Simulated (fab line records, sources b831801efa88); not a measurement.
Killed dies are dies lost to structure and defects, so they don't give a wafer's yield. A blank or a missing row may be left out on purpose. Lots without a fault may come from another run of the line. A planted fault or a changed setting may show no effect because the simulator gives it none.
Tool commonality check | flow sky130 | 12 lots, 34 wafers sampled

WHY IT WAS OPENED
At SKY_CAPM_THK_MEAS_04 the reading CAPM_TIN_THK is flagged on 1 of 12 lots. Wafers without a fault read 198.0 nm, standard deviation 2.2.
Rule: a lot is flagged when every wafer of it that has a number lies more than 4 standard deviations from that mean, or none has a number. The other lots count as sound.

lot  | measured     | on            | CAPM_TIN_THK (nm), wafer by wafer | flag
L630 | day 36 17:23 | film_metro-01 | 197.5 198.5 199.1                 |
L631 | day 37 01:40 | film_metro-03 | 200.7 198.6 201.3                 |
L632 | day 37 05:44 | film_metro-01 | 202.0 197.3 202.4                 |
L633 | day 38 01:38 | film_metro-02 | 200.7 201.0 201.0                 |
L634 | day 39 01:45 | film_metro-02 | 196.0 197.9 195.9                 |
L636 | day 39 07:22 | film_metro-01 | 197.3 199.9 196.1                 |
L635 | day 39 09:58 | film_metro-01 | 200.5 196.4 198.9                 |
L639 | day 40 04:16 | film_metro-02 | 207.7                             | FLAGGED
L645 | day 41 10:08 | film_metro-02 | 196.8 200.9 197.9                 |
L648 | day 42 05:26 | film_metro-01 | 197.2 193.9 198.1                 |
L650 | day 42 10:13 | film_metro-02 | 202.7 200.4 201.1                 |
L652 | day 43 07:04 | film_metro-02 | 201.1 200.5 197.7                 |
The numbers of the flagged lots are 207.7 nm on average: +9.7 nm against the usual, or +4 standard deviations.

WHICH TOOL RAN EACH LOT
The record holds 2 process steps before the reading, out of a route of 708 steps. In each cell: the tool, then ch and the chambers that the sampled wafers went through, then the start.
lot  | flag    | SKY_VIA2_ETCH_14                   | SKY_CAPM_SPUTTER_02
L630 |         | rie_diel-04 ch 0,2,3, day 36 15:29 | pvd_sputter-02, day 36 17:08
L631 |         | rie_diel-01 ch 2,3, day 36 23:47   | pvd_sputter-04, day 37 01:26
L632 |         | rie_diel-02 ch 0,3, day 37 03:50   | pvd_sputter-01, day 37 05:29
L633 |         | rie_diel-01 ch 0,1,3, day 37 23:44 | pvd_sputter-02, day 38 01:24
L634 |         | rie_diel-01 ch 0,1, day 38 23:17   | pvd_sputter-02, day 39 01:31
L636 |         | rie_diel-04 ch 1,2,3, day 39 05:32 | pvd_sputter-01, day 39 07:08
L635 |         | rie_diel-02 ch 0,1, day 39 08:05   | pvd_sputter-02, day 39 09:44
L639 | FLAGGED | rie_diel-04 ch 1, day 40 02:20     | pvd_sputter-02, day 40 04:01
L645 |         | rie_diel-04 ch 1,2,3, day 41 08:17 | pvd_sputter-01, day 41 09:54
L648 |         | rie_diel-02 ch 0,2, day 42 03:35   | pvd_sputter-04, day 42 05:11
L650 |         | rie_diel-02 ch 0,1,3, day 42 08:23 | pvd_sputter-01, day 42 09:59
L652 |         | rie_diel-01 ch 1,2,3, day 43 04:53 | pvd_sputter-04, day 43 06:50
What these steps do:
- SKY_VIA2_ETCH_14: etches BARC in N2/H2, stops on SiO2, time 45.9 s, target depth 60 nm.
- SKY_CAPM_SPUTTER_02: material TiN, target thk 200 nm, time 166.7 s.
- SKY_CAPM_THK_MEAS_04: measures by xrf.

FLAGGED OVER TOTAL, TOOL BY TOOL (the gauges that took the reading come last)
step                 | tool           | lots run | flagged | share of the flagged lots | sound lots run after its first flagged lot
SKY_VIA2_ETCH_14     | rie_diel-01    | 4        | 0       | none                      | -
SKY_VIA2_ETCH_14     | rie_diel-02    | 4        | 0       | none                      | -
SKY_VIA2_ETCH_14     | rie_diel-04    | 4        | 1       | all                       | 1 (L645)
SKY_CAPM_SPUTTER_02  | pvd_sputter-01 | 4        | 0       | none                      | -
SKY_CAPM_SPUTTER_02  | pvd_sputter-02 | 5        | 1       | all                       | 0
SKY_CAPM_SPUTTER_02  | pvd_sputter-04 | 3        | 0       | none                      | -
SKY_CAPM_THK_MEAS_04 | film_metro-01  | 5        | 0       | none                      | -
SKY_CAPM_THK_MEAS_04 | film_metro-02  | 6        | 1       | all                       | 3 (L645,L650,L652)
SKY_CAPM_THK_MEAS_04 | film_metro-03  | 1        | 0       | none                      | -

WHAT THE TABLE ALLOWS
3 rows of the table ran every flagged lot: rie_diel-04 at SKY_VIA2_ETCH_14, pvd_sputter-02 at SKY_CAPM_SPUTTER_02, film_metro-02 at SKY_CAPM_THK_MEAS_04.
- rie_diel-04 at SKY_VIA2_ETCH_14: 1 of its 4 lots flagged. Sound lots ran on it after the first flagged one (L645), which a lasting fault on the whole tool wouldn't allow.
- pvd_sputter-02 at SKY_CAPM_SPUTTER_02: 1 of its 5 lots flagged. Its last sound lot is L635 (day 39 09:44), its first flagged lot L639 (day 40 04:01): a fault that began between those two fits.
- film_metro-02 at SKY_CAPM_THK_MEAS_04: 1 of its 6 lots flagged. Sound lots ran on it after the first flagged one (L645, L650, L652), which a lasting fault on the whole tool wouldn't allow.
One tool is left: pvd_sputter-02 at SKY_CAPM_SPUTTER_02.

WHAT THE SIMULATOR HAD PUT IN
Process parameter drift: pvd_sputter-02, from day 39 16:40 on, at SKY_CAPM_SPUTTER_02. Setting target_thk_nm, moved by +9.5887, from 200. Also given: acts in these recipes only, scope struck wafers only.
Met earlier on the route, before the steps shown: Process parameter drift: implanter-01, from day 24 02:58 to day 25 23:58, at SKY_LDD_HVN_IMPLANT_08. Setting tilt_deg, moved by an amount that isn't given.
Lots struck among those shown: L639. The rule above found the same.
